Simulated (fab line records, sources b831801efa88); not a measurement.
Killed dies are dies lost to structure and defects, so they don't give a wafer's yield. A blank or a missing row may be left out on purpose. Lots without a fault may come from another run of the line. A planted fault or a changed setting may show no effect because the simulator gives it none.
fab line records | flow gf180mcu
record lots=5 wafers=15 last_day=34
route steps=602 shown VT_IMPLANT@114 MVSD@136 NWELL@137 LVPWELL@138 MVPSD@139 DUAL_GATE@141
lots that met no fault: from a run of the same line without faults
start_h: hours from the record's first day to the start of the lot's first wafer shown | wait_h: hours since the lot's step before | " the same as in the row above | L1.1+2: a row that stands for several wafers | - no value, or no start given | * or withheld: withheld | < > ~ a bound
route shown NAME@n: a module of which the file shows steps, and the number in the route of the first | usual: mean/standard deviation of fault-free wafers | same: alike in all rows | chamber/n: place in a boat | sites: the reading at each site | _std_site: their standard deviation | _edge_site: outer sites' mean less inner sites' | radius_mm: how far each site lies from the wafer's centre | mask NAME#n: copy n | behind: the tool/chamber that last shaped the wafer | hold: why the lot was held/for how many hours/how that ended | device: the transistor (n, p or np) that didn't switch | end of line: the same wafers' tests at the end of the route | a step without rows: its recipe alone | killed: dies lost to structure and defects at the first sort, not the wafer's yield | map: a wafer's dies, x killed, . not, _ none there
set.NAME: the setting as run; set.NAME@STEP: as run at that earlier step | model.NAME: the simulator's own value behind a step, which no gauge read
lots at some steps of the route; a table a step, a row a wafer
services: from which hour (start_h, from the record's first day; less than 0 if before it) a tool's chamber was out of use, for how many hours, and why
## steps
# step GF_VT_IMPLANT_COAT_24
# recipe resist=NOVOLAK spin_rpm=3000 resist_thk_nm=1000
# usual spin_speed_rpm=2999.9/1.8
# columns lot.wafer tool chamber start_h wait_h spin_speed_rpm
L079.1 litho_track-03 0 171.67 0.1 2999.4
L079.3 " 0 " " 2999.9
L079.6 " 0 " " 2998.4
L080.2 litho_track-02 0 185.04 0.1 3001.5
L080.5 " 0 " " 3000.8
L080.6 " 0 " " 3002.9
L092.2 litho_track-04 0 250.03 0.1 2999.4
L092.3 " 0 " " 3002.0
L092.6 " 0 " " 3001.2
L094.1 litho_track-04 0 260.66 0.1 3001.7
L094.3 " 0 " " 2999.2
L094.6 " 0 " " 2996.7
L095.2 litho_track-03 0 268.19 0.1 3001.8
L095.3 " 0 " " 2999.4
L095.5 " 0 " " 2996.7
# step GF_VT_IMPLANT_SOFTBAKE_25
# recipe temp_c=90 time_s=60 resist=NOVOLAK
# columns lot.wafer tool chamber start_h wait_h
L079.1+3+6 litho_track-03 0 171.82 0.1
L080.2+5+6 litho_track-02 0 185.19 0.1
L092.2+3+6 litho_track-04 0 250.18 0.1
L094.1+3+6 litho_track-04 0 260.81 0.1
L095.2+3+5 litho_track-03 0 268.34 0.1
# step GF_VT_IMPLANT_EXPOSE_26
# recipe mask_id=LVPWELL_HV_AREA target_cd_nm=860 na=0.6 source_shape=conventional sigma_outer=0.6 dose_mj=140
# usual reticle_temp_C=23.01/0.11
# columns lot.wafer tool chamber start_h wait_h mask reticle_temp_C
L079.1 iline_stepper-02 0 - - LVPWELL_HV_AREA#0 23.14
L079.3 " 0 " " LVPWELL_HV_AREA#0 23.06
L079.6 " 0 " " LVPWELL_HV_AREA#0 23.06
L080.2 iline_stepper-02 0 - - LVPWELL_HV_AREA#0 23.04
L080.5 " 0 " " LVPWELL_HV_AREA#0 22.85
L080.6 " 0 " " LVPWELL_HV_AREA#0 22.83
L092.2 iline_stepper-02 0 - - LVPWELL_HV_AREA#0 22.89
L092.3 " 0 " " LVPWELL_HV_AREA#0 23.07
L092.6 " 0 " " LVPWELL_HV_AREA#0 22.91
L094.1 iline_stepper-01 0 - - LVPWELL_HV_AREA#0 23.06
L094.3 " 0 " " LVPWELL_HV_AREA#0 23.05
L094.6 " 0 " " LVPWELL_HV_AREA#0 23.00
L095.2 iline_stepper-02 0 - - LVPWELL_HV_AREA#0 23.03
L095.3 " 0 " " LVPWELL_HV_AREA#0 23.02
L095.5 " 0 " " LVPWELL_HV_AREA#0 23.00
# step GF_VT_IMPLANT_PEB_27
# recipe temp_c=withheld time_s=* resist=NOVOLAK
# columns lot.wafer tool chamber start_h wait_h
L079.1+3+6 litho_track-03 0 - -
L080.2+5+6 litho_track-04 0 - -
L092.2+3+6 litho_track-02 0 - -
L094.1+3+6 litho_track-03 0 - -
L095.2+3+5 litho_track-02 0 - -
# step GF_VT_IMPLANT_DEVELOP_28
# recipe develop_time_s=60 dev_temp_c=23
# columns lot.wafer tool chamber start_h wait_h
L079.1+3+6 litho_track-03 0 179.92 0.1
L080.2+5+6 litho_track-04 0 193.48 0.1
L092.2+3+6 litho_track-02 0 259.73 0.1
L094.1+3+6 litho_track-03 0 270.02 0.1
L095.2+3+5 litho_track-02 0 278.03 0.1
# step GF_VT_IMPLANT_OVL_MEAS_29
# usual VT_IMPLANT_02_OVL=0.7/1.2
# columns lot.wafer tool chamber start_h wait_h VT_IMPLANT_02_OVL[nm]
L079.1 overlay-01 - 180.07 0.1 1.5
L079.3 " - " " 0.7
L079.6 " - " " 1.6
L080.2 overlay-01 - 193.61 0.1 1.7
L080.5 " - " " -0.9
L080.6 " - " " 1.4
L092.2 overlay-01 - 259.87 0.1 1.3
L092.3 " - " " 0.7
L092.6 " - " " 1.6
L094.1 overlay-02 - 270.17 0.1 2.5
L094.3 " - " " 1.7
L094.6 " - " " 0.9
L095.2 overlay-01 - 278.17 0.1 -2.6
L095.3 " - " " -0.6
L095.5 " - " " -0.8
# step GF_VT_IMPLANT_IMPLANT_30
# recipe species=B energy_kev=25 dose_cm2=2.534e+12 tilt_deg=7
# usual beam_energy_keV=25.001/0.0079 beam_on_s=9.96/0.18 tilt_deg=6.996/0.021
# columns lot.wafer tool chamber start_h wait_h beam_energy_keV beam_on_s tilt_deg
L079.1 implanter-03 0 180.11 0.0 25.001 9.97 7.010
L079.3 " 0 " " 25.000 10.25 6.979
L079.6 " 0 " " 25.009 9.88 7.003
L080.2 implanter-01 0 193.67 0.0 25.008 9.82 6.986
L080.5 " 0 " " 24.997 9.96 6.988
L080.6 " 0 " " 24.992 9.90 6.965
L092.2 implanter-02 0 259.92 0.0 24.992 9.89 7.024
L092.3 " 0 " " 24.991 9.83 6.995
L092.6 " 0 " " 24.989 9.70 7.016
L094.1 implanter-01 0 270.20 0.0 25.017 9.60 6.995
L094.3 " 0 " " 25.010 10.01 6.967
L094.6 " 0 " " 25.015 9.74 6.977
L095.2 implanter-02 0 278.22 0.0 24.988 9.73 7.016
L095.3 " 0 " " 25.005 9.84 6.996
L095.5 " 0 " " 24.996 10.07 7.016
# step GF_VT_IMPLANT_STRIP_31
# recipe chemistry=O2/N2 power_w=1400 pressure_mtorr=1500 platen_temp_c=250 o2_flow_sccm=3000 n2_flow_sccm=300 overash_fraction=0.5
# usual drypump_motor_current_A=6.0/0.47 heater_power_w=347/32 oes_product_au=0.715/0.0043 strip_time_to_endpoint_s=12.63/0.035
# columns lot.wafer tool chamber start_h wait_h drypump_motor_current_A heater_power_w oes_product_au rf_hours_counter_h strip_time_to_endpoint_s
L079.1 plasma_asher-01 1 180.26 0.1 6.1 366 0.717 35 12.64
L079.3 " 0 " " 5.6 288 0.718 - 12.61
L079.6 " 0 " " 5.6 292 0.721 - 12.64
L080.2 plasma_asher-02 1 193.79 0.1 6.7 383 0.721 57 12.62
L080.5 " 1 " " 6.8 386 0.716 - 12.66
L080.6 " 0 " " 5.4 343 0.710 - 12.66
L092.2 plasma_asher-01 0 260.05 0.1 5.6 291 0.714 43 12.55
L092.3 " 0 " " 5.6 293 0.716 - 12.55
L092.6 " 0 " " 5.6 289 0.720 - 12.61
L094.1 plasma_asher-02 1 270.35 0.1 6.8 384 0.716 64 12.62
L094.3 " 1 " " 6.8 397 0.711 - 12.60
L094.6 " 1 " " 6.8 388 0.716 - 12.58
L095.2 plasma_asher-02 0 278.35 0.1 5.4 336 0.712 65 12.63
L095.3 " 0 " " 5.4 344 0.713 - 12.68
L095.5 " 0 " " 5.4 354 0.709 - 12.66
# step GF_VT_IMPLANT_TW_MEAS_32
# usual VT_IMPLANT_3_TW=266.6/3
# columns lot.wafer tool chamber start_h wait_h VT_IMPLANT_3_TW
L079.1 film_metro-01 - 180.36 0.1 262.6
L079.3 " - " " 263.4
L079.6 " - " " 262.5
L080.2 film_metro-02 - 193.90 0.1 265.8
L080.5 " - " " 265.5
L080.6 " - " " 264.7
L092.2 film_metro-01 - 260.16 0.1 262.3
L092.3 " - " " 262.4
L092.6 " - " " 261.5
L094.1 film_metro-04 - 270.45 0.1 269.8
L094.3 " - " " 270.5
L094.6 " - " " 269.1
L095.2 film_metro-04 - 278.46 0.1 269.3
L095.3 " - " " 269.7
L095.5 " - " " 270.5
# step GF_VT_IMPLANT_DEHYDRATE_33
# recipe temp_c=200 time_s=60
# columns lot.wafer tool chamber start_h wait_h
L079.1+3+6 litho_track-04 0 187.91 7.5
L080.2+5+6 litho_track-04 0 201.78 7.9
L092.2+3+6 litho_track-02 0 269.23 9.1
L094.1+3+6 litho_track-04 0 279.66 9.2
L095.2+3+5 litho_track-03 0 288.04 9.6
# step GF_VT_IMPLANT_HMDS_34
# recipe prime_time_s=60 prime_temp_c=120
# columns lot.wafer tool chamber start_h wait_h
L079.1+3+6 litho_track-04 0 188.06 0.1
L080.2+5+6 litho_track-04 0 201.93 0.1
L092.2+3+6 litho_track-02 0 269.38 0.1
L094.1+3+6 litho_track-04 0 279.81 0.1
L095.2+3+5 litho_track-03 0 288.19 0.1
# step GF_VT_IMPLANT_COAT_35
# recipe resist=NOVOLAK spin_rpm=3000 resist_thk_nm=1000
# usual spin_speed_rpm=2999.8/1.8
# columns lot.wafer tool chamber start_h wait_h spin_speed_rpm
L079.1 litho_track-04 0 188.21 0.1 2998.7
L079.3 " 0 " " 2999.2
L079.6 " 0 " " 3001.0
L080.2 litho_track-04 0 202.08 0.1 2996.9
L080.5 " 0 " " 3002.2
L080.6 " 0 " " 2999.6
L092.2 litho_track-02 0 269.53 0.1 3002.9
L092.3 " 0 " " 3000.3
L092.6 " 0 " " 3001.7
L094.1 litho_track-04 0 279.96 0.1 2997.3
L094.3 " 0 " " 2994.2
L094.6 " 0 " " 2999.8
L095.2 litho_track-03 0 288.34 0.1 3001.1
L095.3 " 0 " " 3002.3
L095.5 " 0 " " 2999.2
# step GF_VT_IMPLANT_SOFTBAKE_36
# recipe temp_c=90 time_s=60 resist=NOVOLAK
# columns lot.wafer tool chamber start_h wait_h
L079.1+3+6 litho_track-04 0 188.36 0.1
L080.2+5+6 litho_track-04 0 202.23 0.1
L092.2+3+6 litho_track-02 0 269.68 0.1
L094.1+3+6 litho_track-04 0 280.11 0.1
L095.2+3+5 litho_track-03 0 288.49 0.1
# step GF_VT_IMPLANT_EXPOSE_37
# recipe mask_id=Nwell_HV_AREA target_cd_nm=860 na=0.6 source_shape=conventional sigma_outer=0.6 dose_mj=140
# usual reticle_temp_C=23.00/0.11
# columns lot.wafer tool chamber start_h wait_h mask reticle_temp_C
L079.1 iline_stepper-01 0 - - Nwell_HV_AREA#0 23.09
L079.3 " 0 " " Nwell_HV_AREA#0 22.99
L079.6 " 0 " " Nwell_HV_AREA#0 22.89
L080.2 iline_stepper-02 0 - - Nwell_HV_AREA#0 23.03
L080.5 " 0 " " Nwell_HV_AREA#0 23.05
L080.6 " 0 " " Nwell_HV_AREA#0 22.91
L092.2 iline_stepper-01 0 - - Nwell_HV_AREA#0 22.99
L092.3 " 0 " " Nwell_HV_AREA#0 23.21
L092.6 " 0 " " Nwell_HV_AREA#0 23.13
L094.1 iline_stepper-02 0 - - Nwell_HV_AREA#0 23.04
L094.3 " 0 " " Nwell_HV_AREA#0 23.10
L094.6 " 0 " " Nwell_HV_AREA#0 23.10
L095.2 iline_stepper-01 0 - - Nwell_HV_AREA#0 23.10
L095.3 " 0 " " Nwell_HV_AREA#0 23.13
L095.5 " 0 " " Nwell_HV_AREA#0 23.11
# step GF_VT_IMPLANT_PEB_38
# recipe temp_c=withheld time_s=* resist=NOVOLAK
# columns lot.wafer tool chamber start_h wait_h
L079.1+3+6 litho_track-02 0 - -
L080.2+5+6 litho_track-03 0 - -
L092.2+3+6 litho_track-03 0 - -
L094.1+3+6 litho_track-02 0 - -
L095.2+3+5 litho_track-02 0 - -
# step GF_VT_IMPLANT_DEVELOP_39
# recipe develop_time_s=60 dev_temp_c=23
# columns lot.wafer tool chamber start_h wait_h
L079.1+3+6 litho_track-02 0 196.71 0.1
L080.2+5+6 litho_track-03 0 210.89 0.1
L092.2+3+6 litho_track-03 0 279.24 0.1
L094.1+3+6 litho_track-02 0 289.66 0.1
L095.2+3+5 litho_track-02 0 298.68 0.1
# step GF_VT_IMPLANT_OVL_MEAS_40
# usual VT_IMPLANT_03_OVL=-0.6/1.2
# columns lot.wafer tool chamber start_h wait_h VT_IMPLANT_03_OVL[nm]
L079.1 overlay-01 - 196.86 0.1 -0.2
L079.3 " - " " -1.0
L079.6 " - " " -1.1
L080.2 overlay-01 - 211.03 0.1 0.0
L080.5 " - " " 0.1
L080.6 " - " " -0.7
L092.2 overlay-02 - 279.37 0.1 -0.5
L092.3 " - " " 0.0
L092.6 " - " " -0.8
L094.1 overlay-01 - 289.81 0.1 -0.3
L094.3 " - " " 0.3
L094.6 " - " " 0.9
L095.2 overlay-01 - 298.81 0.1 -1.0
L095.3 " - " " -0.1
L095.5 " - " " -0.1
# step GF_VT_IMPLANT_IMPLANT_41
# recipe species=As energy_kev=70 dose_cm2=1.013e+12 tilt_deg=7
# usual beam_energy_keV=70.001/0.019 beam_on_s=10.04/0.2 tilt_deg=6.998/0.02
# columns lot.wafer tool chamber start_h wait_h beam_energy_keV beam_on_s tilt_deg
L079.1 implanter-02 0 196.90 0.0 69.999 9.69 6.958
L079.3 " 0 " " 70.029 9.69 6.983
L079.6 " 0 " " 70.004 9.85 6.987
L080.2 implanter-03 0 211.08 0.0 70.010 10.03 7.017
L080.5 " 0 " " 70.020 10.07 7.002
L080.6 " 0 " " 70.024 10.20 7.014
L092.2 implanter-03 0 279.45 0.1 70.018 10.22 6.991
L092.3 " 0 " " 70.030 9.81 6.982
L092.6 " 0 " " 69.973 10.50 7.022
L094.1 implanter-01 0 289.85 0.0 70.007 10.01 6.990
L094.3 " 0 " " 70.015 9.75 6.994
L094.6 " 0 " " 70.023 10.28 7.011
L095.2 implanter-02 0 298.87 0.0 70.002 10.15 7.036
L095.3 " 0 " " 69.992 9.93 7.036
L095.5 " 0 " " 70.008 10.22 7.044
# step GF_VT_IMPLANT_STRIP_42
# recipe chemistry=O2/N2 power_w=1400 pressure_mtorr=1500 platen_temp_c=250 o2_flow_sccm=3000 n2_flow_sccm=300 overash_fraction=0.5
# usual drypump_motor_current_A=5.9/0.44 heater_power_w=344/32 oes_product_au=0.716/0.0046 strip_time_to_endpoint_s=12.63/0.037
# columns lot.wafer tool chamber start_h wait_h drypump_motor_current_A heater_power_w oes_product_au rf_hours_counter_h strip_time_to_endpoint_s
L079.1 plasma_asher-02 1 197.05 0.1 6.8 382 0.717 57 12.62
L079.3 " 1 " " 6.8 395 0.722 - 12.61
L079.6 " 0 " " 5.4 352 0.720 - 12.61
L080.2 plasma_asher-01 0 211.21 0.1 5.6 295 0.712 38 12.60
L080.5 " 1 " " 6.1 367 0.714 - 12.58
L080.6 " 0 " " 5.6 299 0.719 - 12.62
L092.2 plasma_asher-03 1 279.70 0.2 5.9 328 0.709 20 12.65
L092.3 " 1 " " 5.8 324 0.725 - 12.69
L092.6 " 1 " " 5.8 325 0.721 - 12.68
L094.1 plasma_asher-02 0 290.00 0.1 5.4 345 0.718 66 12.57
L094.3 " 1 " " 6.8 397 0.708 - 12.56
L094.6 " 1 " " 6.8 386 0.716 - 12.60
L095.2 plasma_asher-02 1 298.99 0.1 6.8 397 0.717 67 12.66
L095.3 " 0 " " 5.4 348 0.717 - 12.64
L095.5 " 1 " " 6.8 389 0.717 - 12.66
# step GF_VT_IMPLANT_TW_MEAS_43
# usual VT_IMPLANT_4_TW=682/6.4
# columns lot.wafer tool chamber start_h wait_h VT_IMPLANT_4_TW
L079.1 film_metro-02 - 197.15 0.1 678
L079.3 " - " " 681
L079.6 " - " " 682
L080.2 film_metro-04 - 211.32 0.1 690
L080.5 " - " " 690
L080.6 " - " " 688
L092.2 film_metro-02 - 279.81 0.1 688
L092.3 " - " " 683
L092.6 " - " " 679
L094.1 film_metro-02 - 290.12 0.1 685
L094.3 " - " " 684
L094.6 " - " " 681
L095.2 film_metro-01 - 299.10 0.1 676
L095.3 " - " " 676
L095.5 " - " " 675
# step GF_VT_IMPLANT_CLEAN_44
# recipe chemistry=SC1/SC2 mix=1:4:20 temp_c=70 time_s=150 dry=n2_spin
# columns lot.wafer tool chamber start_h wait_h
L079.1+3+6 wet_bench-03 3 197.21 0.1
L080.2+5+6 wet_bench-01 1 211.37 0.0
L092.2+3+6 wet_bench-04 2 279.86 0.0
L094.1+3+6 wet_bench-01 0 290.18 0.1
L095.2+3+5 wet_bench-01 2 299.15 0.0
# step GF_VT_IMPLANT_RTA_45
# recipe temp_c=1050 time_s=30 ambient=N2
# usual chamber_o2_ppm=2.001/0.019 lamp_power_pct=32.0/2.9 wafer_temp_C_max=1054.2/0.84
# columns lot.wafer tool chamber start_h wait_h chamber_o2_ppm lamp_power_pct wafer_temp_C_max
L079.1 rtp_anneal-02 0 197.26 0.0 2.028 36.1 1053.0
L079.3 " 0 " " 2.002 36.0 1055.2
L079.6 " 0 " " 1.987 36.0 1054.7
L080.2 rtp_anneal-01 0 211.44 0.0 1.991 29.9 1053.9
L080.5 " 0 " " 2.004 29.9 1053.8
L080.6 " 0 " " 2.010 29.9 1053.1
L092.2 rtp_anneal-01 0 279.93 0.0 2.001 29.9 1054.9
L092.3 " 0 " " 2.013 29.9 1054.6
L092.6 " 0 " " 2.007 29.9 1053.9
L094.1 rtp_anneal-01 0 290.23 0.0 2.004 29.9 1053.9
L094.3 " 0 " " 1.980 30.0 1054.7
L094.6 " 0 " " 2.018 30.0 1055.4
L095.2 rtp_anneal-01 0 299.22 0.0 1.958 29.9 1054.6
L095.3 " 0 " " 2.005 29.9 1054.0
L095.5 " 0 " " 1.991 29.9 1052.8
# step GF_VT_IMPLANT_RS_MEAS_46
# recipe thk_meas_gauge=four-point-probe
# usual MVSD_RS=456.5/1.2
# columns lot.wafer tool chamber start_h wait_h MVSD_RS[ohm/sq]
L079.1 film_metro-03 - 197.46 0.2 456.2
L079.3 " - " " 457.5
L079.6 " - " " 457.2
L080.2 film_metro-04 - 211.54 0.1 456.3
L080.5 " - " " 457.2
L080.6 " - " " 457.0
L092.2 film_metro-01 - 280.03 0.1 456.0
L092.3 " - " " 456.0
L092.6 " - " " 456.2
L094.1 film_metro-03 - 290.40 0.2 457.2
L094.3 " - " " 456.6
L094.6 " - " " 458.2
L095.2 film_metro-04 - 299.32 0.1 455.5
L095.3 " - " " 456.3
L095.5 " - " " 455.4
# step GF_VT_IMPLANT_RS_MEAS_47
# recipe thk_meas_gauge=four-point-probe
# usual NWELL_RS=487.5/1.4
# columns lot.wafer tool chamber start_h wait_h NWELL_RS[ohm/sq]
L079.1 film_metro-03 - 197.58 0.1 486.5
L079.3 " - " " 486.1
L079.6 " - " " 485.3
L080.2 film_metro-04 - 211.66 0.1 488.3
L080.5 " - " " 487.0
L080.6 " - " " 487.9
L092.2 film_metro-01 - 280.15 0.1 487.4
L092.3 " - " " 487.4
L092.6 " - " " 486.9
L094.1 film_metro-03 - 290.52 0.1 487.4
L094.3 " - " " 486.5
L094.6 " - " " 488.3
L095.2 film_metro-04 - 299.44 0.1 487.0
L095.3 " - " " 487.7
L095.5 " - " " 485.8
# step GF_VT_IMPLANT_RS_MEAS_48
# recipe thk_meas_gauge=four-point-probe
# usual LVPWELL_RS=1197/3.6
# columns lot.wafer tool chamber start_h wait_h LVPWELL_RS[ohm/sq]
L079.1 film_metro-03 - 197.70 0.1 1198
L079.3 " - " " 1199
L079.6 " - " " 1201
L080.2 film_metro-04 - 211.78 0.1 1189
L080.5 " - " " 1191
L080.6 " - " " 1193
L092.2 film_metro-01 - 280.27 0.1 1199
L092.3 " - " " 1197
L092.6 " - " " 1198
L094.1 film_metro-03 - 290.64 0.1 1198
L094.3 " - " " 1200
L094.6 " - " " 1202
L095.2 film_metro-04 - 299.56 0.1 1194
L095.3 " - " " 1197
L095.5 " - " " 1191
# step GF_VT_IMPLANT_RS_MEAS_49
# recipe thk_meas_gauge=four-point-probe
# usual MVPSD_RS=1168/3.3
# columns lot.wafer tool chamber start_h wait_h MVPSD_RS[ohm/sq]
L079.1 film_metro-03 - 197.82 0.1 1167
L079.3 " - " " 1167
L079.6 " - " " 1167
L080.2 film_metro-04 - 211.90 0.1 1168
L080.5 " - " " 1168
L080.6 " - " " 1167
L092.2 film_metro-01 - 280.39 0.1 1170
L092.3 " - " " 1171
L092.6 " - " " 1169
L094.1 film_metro-03 - 290.76 0.1 1167
L094.3 " - " " 1166
L094.6 " - " " 1166
L095.2 film_metro-04 - 299.68 0.1 1168
L095.3 " - " " 1168
L095.5 " - " " 1169
# step GF_VT_IMPLANT_WET_ETCH_50
# recipe chemistry=dHF target_depth_nm=20 target=SiO2 temp_c=25 dilution=100:1 time_s=400
# columns lot.wafer tool chamber start_h wait_h
L079.1+3+6 wet_bench-01 0 197.94 0.1
L080.2+5+6 wet_bench-03 2 212.00 0.1
L092.2+3+6 wet_bench-03 3 280.49 0.1
L094.1+3+6 wet_bench-01 1 290.88 0.1
L095.2+3+5 wet_bench-04 3 299.78 0.1
# step GF_DUAL_GATE_CLEAN_00
# recipe chemistry=SC1/SC2 mix=1:4:20 temp_c=70 time_s=150
# columns lot.wafer tool chamber start_h wait_h
L079.1+3+6 wet_bench-04 2 198.06 0.0
L080.2+5+6 wet_bench-04 0 212.12 0.0
L092.2+3+6 wet_bench-01 3 280.61 0.0
L094.1+3+6 wet_bench-04 1 291.00 0.0
L095.2+3+5 wet_bench-01 3 299.90 0.0
# step GF_DUAL_GATE_CLEAN_01
# recipe chemistry=dHF time_s=20 dilution=100:1 dry=ipa_marangoni
# columns lot.wafer tool chamber start_h wait_h
L079.1+3+6 wet_bench-03 2 198.11 0.0
L080.2+5+6 wet_bench-01 0 212.17 0.0
L092.2+3+6 wet_bench-04 2 280.67 0.0
L094.1+3+6 wet_bench-01 3 291.05 0.0
L095.2+3+5 wet_bench-03 2 299.95 0.0
# step GF_DUAL_GATE_OXIDATION_02
# recipe temp_c=900 ambient=O2 stabilise_s=600 purge_s=300 target_thk_a=108.87 ox_time_s=1602
# usual zone_power_bottom_pct=32.9/0.96
# columns lot.wafer tool chamber start_h wait_h zone_power_bottom_pct
L079.1 furnace-01 0 198.12 0.0 33.4
L079.3 " 0 " " 33.8
L079.6 " 0 " " 33.4
L080.2 furnace-01 0 212.66 0.5 33.9
L080.5 " 0 " " 33.8
L080.6 " 0 " " 33.7
L092.2 furnace-02 0 282.06 1.4 31.5
L092.3 " 0 " " 31.8
L092.6 " 0 " " 32.2
L094.1 furnace-02 0 291.51 0.5 31.6
L094.3 " 0 " " 32.1
L094.6 " 0 " " 32.3
L095.2 furnace-01 0 299.97 0.0 33.7
L095.3 " 0 " " 33.9
L095.5 " 0 " " 33.3
# step GF_DUAL_GATE_THK_MEAS_03
# recipe reads=SiO2_of_DUAL_GATE_OXIDATION_02
# usual DUAL_GATE_OXIDATION_00_THK=10.87/0.19
# columns lot.wafer tool chamber start_h wait_h DUAL_GATE_OXIDATION_00_THK[nm]
L079.1 film_metro-02 - 199.56 0.0 10.75
L079.3 " - " " 10.80
L079.6 " - " " 10.55
L080.2 film_metro-03 - 214.12 0.0 11.23
L080.5 " - " " 11.03
L080.6 " - " " 11.19
L092.2 film_metro-04 - 283.51 0.0 10.86
L092.3 " - " " 10.93
L092.6 " - " " 10.79
L094.1 film_metro-04 - 292.96 0.0 10.80
L094.3 " - " " 10.92
L094.6 " - " " 11.06
L095.2 film_metro-03 - 301.42 0.0 10.63
L095.3 " - " " 10.66
L095.5 " - " " 10.53
# step GF_DUAL_GATE_DEHYDRATE_04
# recipe temp_c=200 time_s=60
# columns lot.wafer tool chamber start_h wait_h
L079.1+3+6 litho_track-03 0 207.92 8.3
L080.2+5+6 litho_track-01 0 221.88 7.8
L092.2+3+6 litho_track-03 0 292.29 8.8
L094.1+3+6 litho_track-01 0 302.45 9.5
L095.2+3+5 litho_track-01 0 311.17 9.7
# step GF_DUAL_GATE_HMDS_05
# recipe prime_time_s=60 prime_temp_c=120
# columns lot.wafer tool chamber start_h wait_h
L079.1+3+6 litho_track-03 0 208.07 0.1
L080.2+5+6 litho_track-01 0 222.03 0.1
L092.2+3+6 litho_track-03 0 292.44 0.1
L094.1+3+6 litho_track-01 0 302.60 0.1
L095.2+3+5 litho_track-01 0 311.32 0.1
# step GF_DUAL_GATE_COAT_06
# recipe resist=NOVOLAK spin_rpm=3000 resist_thk_nm=1000
# usual spin_speed_rpm=2999.9/2.2
# columns lot.wafer tool chamber start_h wait_h spin_speed_rpm
L079.1 litho_track-03 0 208.22 0.1 3001.6
L079.3 " 0 " " 3002.5
L079.6 " 0 " " 3001.4
L080.2 litho_track-01 0 222.18 0.1 3001.5
L080.5 " 0 " " 3000.3
L080.6 " 0 " " 3000.6
L092.2 litho_track-03 0 292.59 0.1 2995.4
L092.3 " 0 " " 2996.6
L092.6 " 0 " " 2996.7
L094.1 litho_track-01 0 302.75 0.1 3001.2
L094.3 " 0 " " 3001.6
L094.6 " 0 " " 2999.4
L095.2 litho_track-01 0 311.47 0.1 2998.2
L095.3 " 0 " " 2997.1
L095.5 " 0 " " 2999.0
# step GF_DUAL_GATE_SOFTBAKE_07
# recipe temp_c=90 time_s=60 resist=NOVOLAK
# columns lot.wafer tool chamber start_h wait_h
L079.1+3+6 litho_track-03 0 208.37 0.1
L080.2+5+6 litho_track-01 0 222.33 0.1
L092.2+3+6 litho_track-03 0 292.74 0.1
L094.1+3+6 litho_track-01 0 302.90 0.1
L095.2+3+5 litho_track-01 0 311.62 0.1
# step GF_DUAL_GATE_EXPOSE_08
# recipe mask_id=Dualgate target_cd_nm=700 na=0.6 source_shape=conventional sigma_outer=0.6 dose_mj=140
# usual reticle_temp_C=23.01/0.11
# columns lot.wafer tool chamber start_h wait_h mask reticle_temp_C
L079.1 iline_stepper-01 0 - - Dualgate#0 23.10
L079.3 " 0 " " Dualgate#0 23.02
L079.6 " 0 " " Dualgate#0 23.05
L080.2 iline_stepper-01 0 - - Dualgate#0 22.84
L080.5 " 0 " " Dualgate#0 22.89
L080.6 " 0 " " Dualgate#0 22.98
L092.2 iline_stepper-01 0 - - Dualgate#0 23.04
L092.3 " 0 " " Dualgate#0 22.93
L092.6 " 0 " " Dualgate#0 22.87
L094.1 iline_stepper-02 0 - - Dualgate#0 23.01
L094.3 " 0 " " Dualgate#0 23.09
L094.6 " 0 " " Dualgate#0 23.14
L095.2 iline_stepper-02 0 - - Dualgate#0 22.88
L095.3 " 0 " " Dualgate#0 23.02
L095.5 " 0 " " Dualgate#0 23.07
# step GF_DUAL_GATE_PEB_09
# recipe temp_c=withheld time_s=* resist=NOVOLAK
# columns lot.wafer tool chamber start_h wait_h
L079.1+3+6 litho_track-04 0 - -
L080.2+5+6 litho_track-01 0 - -
L092.2+3+6 litho_track-04 0 - -
L094.1+3+6 litho_track-03 0 - -
L095.2+3+5 litho_track-01 0 - -
# step GF_DUAL_GATE_DEVELOP_10
# recipe develop_time_s=60 dev_temp_c=23
# columns lot.wafer tool chamber start_h wait_h
L079.1+3+6 litho_track-04 0 216.21 0.1
L080.2+5+6 litho_track-01 0 230.43 0.1
L092.2+3+6 litho_track-04 0 302.83 0.1
L094.1+3+6 litho_track-03 0 312.62 0.1
L095.2+3+5 litho_track-01 0 321.52 0.1
# step GF_DUAL_GATE_OVL_MEAS_11
# usual DUAL_GATE_OVL=-1.1/1.3
# columns lot.wafer tool chamber start_h wait_h DUAL_GATE_OVL[nm]
L079.1 overlay-01 - 216.38 0.1 -1.1
L079.3 " - " " -0.4
L079.6 " - " " -1.5
L080.2 overlay-02 - 230.56 0.1 -2.9
L080.5 " - " " -3.8
L080.6 " - " " -3.8
L092.2 overlay-02 - 302.96 0.1 -2.1
L092.3 " - " " -2.4
L092.6 " - " " -3.1
L094.1 overlay-01 - 312.77 0.1 -0.2
L094.3 " - " " 0.3
L094.6 " - " " -0.4
L095.2 overlay-02 - 321.65 0.1 -0.2
L095.3 " - " " -1.8
L095.5 " - " " -3.1
# step GF_DUAL_GATE_WET_ETCH_12
# recipe chemistry=dHF target_depth_nm=13 dry=n2_spin target=SiO2 temp_c=25 dilution=100:1 time_s=260
# columns lot.wafer tool chamber start_h wait_h
L079.1+3+6 wet_bench-04 2 216.41 0.0
L080.2+5+6 wet_bench-01 0 230.59 0.0
L092.2+3+6 wet_bench-01 1 302.99 0.0
L094.1+3+6 wet_bench-04 0 312.80 0.0
L095.2+3+5 wet_bench-01 2 321.68 0.0
## services
# columns tool chamber start_h hours kind
wet_bench-03 - 147.82 5.7 repair
furnace-01 - 148.81 3.7 pm
iline_stepper-01 - 149.28 1.7 pm
implanter-03 - 151.49 3.5 pm
implanter-03 - 186.48 9.3 repair
implanter-01 - 188.56 2.6 repair
furnace-02 - 201.77 3.3 pm
furnace-02 - 211.99 4.0 pm
furnace-02 - 215.94 10.8 pm
implanter-03 - 226.73 1.7 repair
iline_stepper-02 - 242.12 1.7 pm
plasma_asher-01 - 245.61 0.8 repair
iline_stepper-01 - 275.41 2.1 pm
iline_stepper-01 - 277.50 - consumable_replace:lamp
furnace-01 - 278.21 3.5 pm
implanter-03 - 280.29 11.2 pm
implanter-03 - 298.03 118.4 pm
implanter-01 - 300.38 53.7 pm
plasma_asher-01 - 303.24 0.7 repair
iline_stepper-02 - 303.81 4.8 repair
implanter-02 - 314.40 1.8 repair
## key
fault none
